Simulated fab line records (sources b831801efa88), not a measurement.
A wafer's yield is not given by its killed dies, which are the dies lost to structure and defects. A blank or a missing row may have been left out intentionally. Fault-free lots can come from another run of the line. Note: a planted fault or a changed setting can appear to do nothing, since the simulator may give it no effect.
What tool caused it? || flow gf180mcu || Sampling: 7 lots, 21 wafers, 2 of 602 route steps

## WHAT EACH GAUGE READ, for each wafer
GF_V5_THK_MEAS_25: measures by xrf.
{"lot": "L923", "measured": "day 28 20:11", "on": "film_metro-02", "V5_W_THK (nm)": "355 353 353"}
{"lot": "L925", "measured": "day 29 14:23", "on": "film_metro-03", "V5_W_THK (nm)": "347 346 351"}
{"lot": "L932", "measured": "day 32 00:38", "on": "film_metro-02", "V5_W_THK (nm)": "366 371 365"}
{"lot": "L933", "measured": "day 32 08:48", "on": "film_metro-01", "V5_W_THK (nm)": "343 343 341"}
{"lot": "L937", "measured": "day 32 15:20", "on": "film_metro-03", "V5_W_THK (nm)": "340 340 347"}
{"lot": "L939", "measured": "day 33 10:58", "on": "film_metro-01", "V5_W_THK (nm)": "343 349 345"}
{"lot": "L941", "measured": "day 34 00:34", "on": "film_metro-01", "V5_W_THK (nm)": "338 337 338"}

## TOOL THAT RAN EACH LOT (tool first, then ch and the chambers of the sampled wafers, then the start)
{"lot": "L923", "GF_POLY_GATE_STRIP_14": "plasma_asher-04 ch 0, day 10 13:52"}
{"lot": "L925", "GF_POLY_GATE_STRIP_14": "plasma_asher-04 ch 0,1, day 11 05:43"}
{"lot": "L932", "GF_POLY_GATE_STRIP_14": "plasma_asher-03 ch 0,1, day 13 20:16"}
{"lot": "L933", "GF_POLY_GATE_STRIP_14": "plasma_asher-01 ch 0,1, day 14 06:02"}
{"lot": "L937", "GF_POLY_GATE_STRIP_14": "plasma_asher-04 ch 0,1, day 14 15:10"}
{"lot": "L939", "GF_POLY_GATE_STRIP_14": "plasma_asher-04 ch 0,1, day 15 16:46"}
{"lot": "L941", "GF_POLY_GATE_STRIP_14": "plasma_asher-01 ch 0,1, day 16 12:19"}
- GF_POLY_GATE_STRIP_14: strips in O2/N2.

## THE ANSWER, worked out from the rows above alone
Rule: the usual values come from the lots themselves. Put in order of their means at a reading, lots are off if they are a third of the lots or fewer, leave a main group of 4 or more, and stand apart from it by a gap of 3 or more times the standard deviation of the main group's means; of several such gaps the widest counts. A main group is skipped when, at the precision printed for the reading in the tables above, its means are all equal. Also off: a lot with no number at a reading for which 4 or more lots have one. Where the step has rows for the other lots, those lots are counted as sound.
None of the lots is off at any reading shown; this tells nothing.

## WHAT HAD BEEN PUT IN BY THE SIMULATOR
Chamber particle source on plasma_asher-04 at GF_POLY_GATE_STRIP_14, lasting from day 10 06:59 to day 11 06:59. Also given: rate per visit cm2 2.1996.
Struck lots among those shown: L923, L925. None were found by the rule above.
